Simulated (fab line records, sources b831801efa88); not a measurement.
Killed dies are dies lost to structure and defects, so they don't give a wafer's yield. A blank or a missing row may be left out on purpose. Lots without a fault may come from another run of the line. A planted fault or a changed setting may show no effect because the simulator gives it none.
Chamber matching | flow sky130 | SKY_LI_CONTACT_CMP_24 on cmp-02: 4 sister chambers
The step polishes, stops on PSG, t overpolish 20 s, target thk 0 nm. 14 wafers are shown with their chamber, then 7 later ones without.

WAFERS WITH THEIR CHAMBER
wafer  | chamber | motor_current_A (A) | slurry_filter_dp_kPa (kPa) | time_to_endpoint_s (s)
L813.2 | 0       | 11.7                | 13.51                      | 103
L813.3 | 1       | 10.9                | 13.88                      | 102
L813.6 | 3       | 13.1                | 13.54                      | 106
L814.3 | 0       | 11.3                | 13.26                      | 102
L814.5 | 1       | 11.1                | 13.62                      | 103
L814.6 | 2       | 12.5                | 13.44                      | 102
L817.2 | 2       | 12.6                | 13.30                      | 106
L817.4 | 0       | 11.5                | 13.41                      | 101
L817.6 | 0       | 11.0                | 13.38                      | 104
L820.1 | 0       | 11.7                | 13.40                      | 98
L820.3 | 2       | 11.3                | 13.42                      | 104
L820.5 | 0       | 11.2                | 13.53                      | 103
L833.3 | 1       | 10.5                | 13.77                      | 94
L833.4 | 2       | 12.2                | 13.34                      | 96

SIGNATURES (means of the wafers above)
reading              | chamber 0 | chamber 1 | chamber 2 | chamber 3 | scatter within a chamber
motor_current_A      | 11.400    | 10.833    | 12.150    | 13.100    | 0.405
slurry_filter_dp_kPa | 13.4150   | 13.7567   | 13.3750   | 13.5400   | 0.0974
time_to_endpoint_s   | 101.83    | 99.67     | 102.00    | 106.00    | 3.57
Rule: a wafer's distance from a chamber is the root of the sum, over the readings, of the square of ((its reading less the chamber's mean) divided by the reading's scatter). The wafer belongs to the nearest chamber; if the next one is less than 2 further off, it can't be placed. The scatter: the root of (the sum of the squares of (reading less its chamber's mean) over the shown wafers, divided by (wafers less chambers)).

WAFERS WITHOUT THEIR CHAMBER
wafer  | motor_current_A (A) | slurry_filter_dp_kPa (kPa) | time_to_endpoint_s (s)
L833.5 | 11.8                | 13.55                      | 99
L834.2 | 11.8                | 13.54                      | 99
L834.3 | 12.3                | 13.55                      | 107
L834.4 | 13.4                | 13.57                      | 101
L835.1 | 12.1                | 13.56                      | 102
L835.3 | 10.6                | 13.50                      | 98
L835.4 | 12.4                | 13.47                      | 103

WHICH CHAMBER EACH WENT THROUGH
wafer  | from the rows above               | in truth
L833.5 | can't be placed: 0 or 2 or 1 or 3 | 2
L834.2 | can't be placed: 0 or 2 or 1 or 3 | 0
L834.3 | can't be placed: 3 or 2 or 0      | 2
L834.4 | 3                                 | 3
L835.1 | can't be placed: 2 or 0 or 3 or 1 | 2
L835.3 | can't be placed: 0 or 1 or 2      | 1
L835.4 | can't be placed: 2 or 3 or 0      | 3
Placed correctly: 1 of 7. Can't be placed from these rows: 6 (the true chamber is among the candidates in 6). Placed wrongly: 0.
